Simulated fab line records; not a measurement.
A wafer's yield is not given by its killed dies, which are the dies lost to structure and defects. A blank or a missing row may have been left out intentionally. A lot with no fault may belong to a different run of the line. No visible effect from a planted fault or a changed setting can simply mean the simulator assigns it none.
Problem report in the 8D (eight disciplines) form, filled by code :: flow gf180mcu :: the parts of the form that need people (team, actions taken, sign-off) are left out

1. WHAT WENT WRONG
Mean of heater-power-total-W at GF_VT_IMPLANT_SOFTBAKE_03: 72.50 W across 6 wafers in 2 lots; on wafers with no fault it is 56.59 W (standard deviation 0.046). That is +99 or more standard deviations from the usual mean.
The step: time 60 s.
Earliest sighting: wafer L987.1 on litho-track-03 at day 9 10:58. At this step, 36 wafers from 12 lots have a number in the record. Rule for "out" (also "out of limits"): further than 4 standard deviations from the usual mean. The other wafers with a number count as sound.

2. WHAT IT IS; WHAT IT IS NOT
question: which readings at this step
is: heater-power-total-W, run-length-s
is not: chill-plate-temp-C

question: which lots
is: L987, L988
is not: L973, L975, L976, L977, L978, L982, L984, L985, L990, L991

question: which wafers of those lots
is: all that have a number
is not: -

question: read on which tools
is: litho-track-03
is not: litho-track-01, litho-track-04

question: when
is: from day 9 10:58
is not: up to then (24 sound wafers); but 6 sound wafers of L990, L991 came after

3. SUSPECTS, AND WHAT RULES EACH OUT
Counting: a tool stays on the suspect list if, at a process step up to the reading, it processed all lots that are out and no sound lot following the first of them.
- litho-track-03 at GF_VT_IMPLANT_SOFTBAKE_03 (time 60 s): kept. Every lot that is out went through it, starting with L987 (day 9 10:58), and after that it ran no sound lot; the last sound lot it ran before then is L985 (day 8 20:37). Its own heater-power-total-W, run-length-s readings are out on those wafers.
The count leaves litho-track-03 at GF_VT_IMPLANT_SOFTBAKE_03.

4. THE CAUSE (what the simulator had put in)
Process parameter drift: litho-track-03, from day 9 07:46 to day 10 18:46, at GF_VT_IMPLANT_SOFTBAKE_03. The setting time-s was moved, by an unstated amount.
Only this tool survived the counting.

5. SEQUENCE OF EFFECTS, ordered by route
Each row: a reading where the mean over the struck wafers with a number is more than 3 standard deviations away from the usual. Only readings for which the record gives a usual standard deviation are gone through. hours: the time from each lot's start at the first step in this table that gives one to its start at this step, as a median over the lots. sigmas: the change in usual standard deviations.
hours: 0
step: GF_VT_IMPLANT_SOFTBAKE_03
reading: heater-power-total-W
usual: 56.59 W
on struck wafers: 72.50
change: +15.91
sigmas: +99 or more

hours: 0
step: GF_VT_IMPLANT_SOFTBAKE_03
reading: run-length-s
usual: 89.11 s
on struck wafers: 57.31
change: -31.80
sigmas: -99 or more

hours: 9
step: GF_VT_IMPLANT_STRIP_09
reading: strip-time-to-endpoint-s
usual: 12.63 s
on struck wafers: 12.78
change: +0.15
sigmas: +4.5
Process steps it contains:
- GF_VT_IMPLANT_SOFTBAKE_03: time 60 s.
- GF_VT_IMPLANT_STRIP_09: strips in O2/N2.

6. HOW IT WOULD HAVE BEEN CAUGHT EARLIER
First out-of-limits reading in this record: day 9 10:58, which is 3 hours after fault onset at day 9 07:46.
